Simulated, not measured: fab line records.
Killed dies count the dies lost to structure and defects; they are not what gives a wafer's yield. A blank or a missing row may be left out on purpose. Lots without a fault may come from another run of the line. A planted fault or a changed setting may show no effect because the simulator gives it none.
Which tool did it? || flow sky130 || Sampling: 11 lots, 33 wafers, 5 of 708 route steps

WHAT THE GAUGES READ, wafer by wafer
SKY_VT_ADJUST_NCORE_OVL_MEAS_08.
{"lot": "L397", "measured": "day 9 04:22", "on": "overlay-02", "VT_ADJUST_NCORE_OVL (nm)": "0.6 1.3 -0.6"}
{"lot": "L398", "measured": "day 9 09:38", "on": "overlay-02", "VT_ADJUST_NCORE_OVL (nm)": "0.5 0.8 1.3"}
{"lot": "L399", "measured": "day 9 16:19", "on": "overlay-01", "VT_ADJUST_NCORE_OVL (nm)": "-0.9 -0.1 -1.7"}
{"lot": "L403", "measured": "day 10 20:57", "on": "overlay-02", "VT_ADJUST_NCORE_OVL (nm)": "1.2 2.3 2.6"}
{"lot": "L407", "measured": "day 12 07:11", "on": "overlay-02", "VT_ADJUST_NCORE_OVL (nm)": "1.3 1.3 1.0"}
{"lot": "L412", "measured": "day 13 20:28", "on": "overlay-01", "VT_ADJUST_NCORE_OVL (nm)": "1.5 0.9 -0.4"}
{"lot": "L413", "measured": "day 14 02:34", "on": "overlay-02", "VT_ADJUST_NCORE_OVL (nm)": "-0.9 -0.8 2.4"}
{"lot": "L415", "measured": "day 14 13:24", "on": "overlay-02", "VT_ADJUST_NCORE_OVL (nm)": "2.6 2.6 1.6"}
{"lot": "L417", "measured": "day 15 03:43", "on": "overlay-01", "VT_ADJUST_NCORE_OVL (nm)": "0.1 -0.9 -3.4"}
{"lot": "L418", "measured": "day 15 09:52", "on": "overlay-01", "VT_ADJUST_NCORE_OVL (nm)": "-1.1 0.4 -2.5"}
{"lot": "L419", "measured": "day 15 16:13", "on": "overlay-02", "VT_ADJUST_NCORE_OVL (nm)": "3.0 2.3 2.8"}

WHICH TOOL RAN EACH LOT (tool, then ch and the chambers of the sampled wafers, then the start)
{"lot": "L397", "SKY_FIELD_ISO_ETCH_15": "rie-diel-03 ch 0,1,2, day 2 10:31", "SKY_FIELD_ISO_CMP_27": "cmp-02 ch 0,1,3, day 2 17:39", "SKY_VT_ADJUST_LVTN_COAT_02": "litho-track-03 ch 0, day 6 23:43", "SKY_VT_ADJUST_LVTN_STRIP_09": "plasma-asher-02 ch 1, day 7 10:24"}
{"lot": "L398", "SKY_FIELD_ISO_ETCH_15": "rie-diel-04 ch 0,2,3, day 2 14:56", "SKY_FIELD_ISO_CMP_27": "cmp-02 ch 0,1, day 2 21:30", "SKY_VT_ADJUST_LVTN_COAT_02": "litho-track-01 ch 0, day 7 03:21", "SKY_VT_ADJUST_LVTN_STRIP_09": "plasma-asher-02 ch 0,1, day 7 13:55"}
{"lot": "L399", "SKY_FIELD_ISO_ETCH_15": "rie-diel-04 ch 2,3, day 2 21:10", "SKY_FIELD_ISO_CMP_27": "cmp-01 ch 1,2,3, day 3 00:34", "SKY_VT_ADJUST_LVTN_COAT_02": "litho-track-03 ch 0, day 7 10:49", "SKY_VT_ADJUST_LVTN_STRIP_09": "plasma-asher-02 ch 0, day 7 21:08"}
{"lot": "L403", "SKY_FIELD_ISO_ETCH_15": "rie-diel-01 ch 0,2, day 3 18:53", "SKY_FIELD_ISO_CMP_27": "cmp-02 ch 0,2,3, day 3 23:58", "SKY_VT_ADJUST_LVTN_COAT_02": "litho-track-03 ch 0, day 8 10:13", "SKY_VT_ADJUST_LVTN_STRIP_09": "plasma-asher-04 ch 0,1, day 8 22:08"}
{"lot": "L407", "SKY_FIELD_ISO_ETCH_15": "rie-diel-03 ch 1,3, day 4 13:50", "SKY_FIELD_ISO_CMP_27": "cmp-02 ch 0,2,3, day 4 22:32", "SKY_VT_ADJUST_LVTN_COAT_02": "litho-track-03 ch 0, day 9 19:07", "SKY_VT_ADJUST_LVTN_STRIP_09": "plasma-asher-03 ch 0,1, day 10 07:08"}
{"lot": "L412", "SKY_FIELD_ISO_ETCH_15": "rie-diel-04 ch 1,2, day 5 18:02", "SKY_FIELD_ISO_CMP_27": "cmp-02 ch 1,2, day 6 00:05", "SKY_VT_ADJUST_LVTN_COAT_02": "litho-track-01 ch 0, day 11 03:19", "SKY_VT_ADJUST_LVTN_STRIP_09": "plasma-asher-04 ch 0,1, day 11 15:36"}
{"lot": "L413", "SKY_FIELD_ISO_ETCH_15": "rie-diel-03 ch 0,2,3, day 5 23:20", "SKY_FIELD_ISO_CMP_27": "cmp-02 ch 0,1,3, day 6 04:30", "SKY_VT_ADJUST_LVTN_COAT_02": "litho-track-02 ch 0, day 11 08:53", "SKY_VT_ADJUST_LVTN_STRIP_09": "plasma-asher-03 ch 0,1, day 11 21:36"}
{"lot": "L415", "SKY_FIELD_ISO_ETCH_15": "rie-diel-04 ch 0,2, day 6 09:45", "SKY_FIELD_ISO_CMP_27": "cmp-01 ch 0,1,3, day 6 13:35", "SKY_VT_ADJUST_LVTN_COAT_02": "litho-track-01 ch 0, day 11 17:57", "SKY_VT_ADJUST_LVTN_STRIP_09": "plasma-asher-04 ch 0,1, day 12 07:09"}
{"lot": "L417", "SKY_FIELD_ISO_ETCH_15": "rie-diel-04 ch 0,1,2, day 6 19:11", "SKY_FIELD_ISO_CMP_27": "cmp-02 ch 0,2,3, day 6 23:09", "SKY_VT_ADJUST_LVTN_COAT_02": "litho-track-02 ch 0, day 12 06:29", "SKY_VT_ADJUST_LVTN_STRIP_09": "plasma-asher-02 ch 0,1, day 12 19:22"}
{"lot": "L418", "SKY_FIELD_ISO_ETCH_15": "rie-diel-01 ch 1,2,3, day 6 23:29", "SKY_FIELD_ISO_CMP_27": "cmp-01 ch 0,1,3, day 7 04:09", "SKY_VT_ADJUST_LVTN_COAT_02": "litho-track-02 ch 0, day 12 13:18", "SKY_VT_ADJUST_LVTN_STRIP_09": "plasma-asher-02 ch 0,1, day 13 01:53"}
{"lot": "L419", "SKY_FIELD_ISO_ETCH_15": "rie-diel-03 ch 0,1, day 7 04:11", "SKY_FIELD_ISO_CMP_27": "cmp-01 ch 0,1,3, day 7 07:38", "SKY_VT_ADJUST_LVTN_COAT_02": "litho-track-03 ch 0, day 12 16:53", "SKY_VT_ADJUST_LVTN_STRIP_09": "plasma-asher-04 ch 0,1, day 13 07:02"}
- SKY_FIELD_ISO_ETCH_15: etches the open film in CHF3/O2, stops on Si, target depth 180 nm, time 72 s.
- SKY_FIELD_ISO_CMP_27: polishes, stops on Si3N4, t overpolish 16 s, target thk 457.8 nm.
- SKY_VT_ADJUST_LVTN_COAT_02: resist thk 3000 nm.
- SKY_VT_ADJUST_LVTN_STRIP_09: strips in O2/N2.

THE ANSWER, worked out from the rows above alone
Rule: usual is defined by the lots themselves. Put in order of their means at a reading, lots are off if they are a third of the lots or fewer, leave a main group of 4 or more, and stand apart from it by a gap of 3 or more times the standard deviation of the main group's means; of several such gaps the widest counts. Not used: any main group whose means are identical at the precision the tables above print for the reading. A lot without any number at a reading at which 4 lots or more have one is off too. Where the step has rows for the other lots, those lots are counted as sound.
Across all readings shown, no lot is off: no conclusion can be drawn from this.

WHAT THE SIMULATOR HAD PUT IN
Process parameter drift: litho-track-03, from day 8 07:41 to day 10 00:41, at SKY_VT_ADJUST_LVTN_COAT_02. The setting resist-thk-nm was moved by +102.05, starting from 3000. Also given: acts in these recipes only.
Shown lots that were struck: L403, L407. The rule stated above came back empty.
